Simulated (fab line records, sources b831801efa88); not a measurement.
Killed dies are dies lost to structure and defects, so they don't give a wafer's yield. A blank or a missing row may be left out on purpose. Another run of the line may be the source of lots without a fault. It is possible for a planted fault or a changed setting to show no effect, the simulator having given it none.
Matching of chambers    flow gf180mcu    GF_SAB_ETCH_11 on rieDiel-02: 4 sister chambers
The step etches SiO2 in C4F8/O2/Ar, target depth 55 nm, time 8.5 s. 8 wafers are shown with their chamber, then 9 later ones without.

EACH WAFER AND ITS CHAMBER
wafer   chamber  oesProductAu (a.u.)
L078.4  1        0.998
L081.4  2        0.996
L081.5  1        0.999
L083.5  3        0.978
L083.6  0        0.993
L086.4  0        1.004
L086.5  2        1.008
L086.6  3        0.993

WAFERS WITHOUT THEIR CHAMBER
wafer   oesProductAu (a.u.)
L090.1  0.993
L090.4  1.005
L090.6  1.002
L091.3  1.007
L091.4  0.983
L091.6  1.001
L093.3  0.989
L093.4  0.993
L093.6  0.997

CHAMBER TAKEN BY EACH
wafer   from the rows above                in truth
L090.1  can't be placed: 0 or 1 or 3 or 2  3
L090.4  can't be placed: 2 or 0 or 1       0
L090.6  can't be placed: 2 or 0 or 1       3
L091.3  can't be placed: 2 or 0 or 1       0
L091.4  can't be placed: 3 or 0 or 1       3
L091.6  can't be placed: 2 or 0 or 1 or 3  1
L093.3  can't be placed: 3 or 0 or 1 or 2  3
L093.4  can't be placed: 0 or 1 or 3 or 2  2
L093.6  can't be placed: 0 or 1 or 2 or 3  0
Correct placement for 0 of the 9. Cannot be placed on the basis of these rows: 9; the candidates contain the true chamber in 8. Placed wrongly: 0.
How it was worked out, from the rows above alone: a wafer's distance from a chamber is the root of the sum, over the readings, of the square of ((its reading less the chamber's mean) divided by the reading's scatter). The wafer belongs to the nearest chamber; if the next one is less than 2 further off, it can't be placed. For every chamber, the mean is computed from those of its wafers that are shown. The scatter: take each reading less its chamber's mean, square it, sum over the shown wafers, divide by the number of wafers less the number of chambers, and take the root.
